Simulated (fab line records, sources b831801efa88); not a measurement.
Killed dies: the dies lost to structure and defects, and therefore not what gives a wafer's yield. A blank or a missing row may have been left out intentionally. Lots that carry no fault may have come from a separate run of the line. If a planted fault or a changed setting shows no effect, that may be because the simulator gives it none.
Matching of chambers ; flow sky130 ; SKY_VIA4_CMP_21 on cmp-02: 4 sister chambers
The step polishes, stops on SiO2, t overpolish 25 s, target thk 0 nm. 8 wafers are shown with their chamber, then 8 later ones without.

## WAFERS PAIRED WITH THEIR CHAMBERS
wafer;chamber;motor_current_A (A);time_to_endpoint_s (s)
L227.1;1;9.9;118
L228.1;3;10.4;124
L228.2;1;10.4;122
L228.6;0;13.1;116
L230.2;2;11.5;116
L230.3;0;13.4;118
L230.5;3;10.4;118
L234.2;2;12.1;128

## WAFERS WITH NO CHAMBER GIVEN
wafer;motor_current_A (A);time_to_endpoint_s (s)
L234.3;9.9;127
L234.6;12.4;126
L239.2;10.4;125
L239.4;10.1;122
L239.5;11.1;120
L242.1;11.7;120
L242.4;12.8;119
L242.6;12.9;118

## WHICH CHAMBER EACH WENT THROUGH
wafer;from the rows above;in truth
L234.3;can't be placed: 1 or 3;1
L234.6;can't be placed: 2 or 0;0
L239.2;can't be placed: 3 or 1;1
L239.4;can't be placed: 1 or 3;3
L239.5;can't be placed: 3 or 2 or 1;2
L242.1;2;2
L242.4;can't be placed: 0 or 2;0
L242.6;0;0
2 of 8 placed correctly. From these rows, 6 cannot be placed; in 6 the true chamber is one of the candidates. Wrongly placed: 0.
How it was worked out, from the rows above alone: a wafer's distance from a chamber is the root of the sum, over the readings, of the square of ((its reading less the chamber's mean) divided by the reading's scatter). If the next closest chamber is less than 2 further off than the closest, the wafer can't be placed; otherwise it belongs to the closest. The mean given for a chamber averages the wafers shown for that chamber. The scatter is the square root of a quotient: the sum, over the shown wafers, of each reading's squared deviation from its chamber's mean, divided by wafers minus chambers.
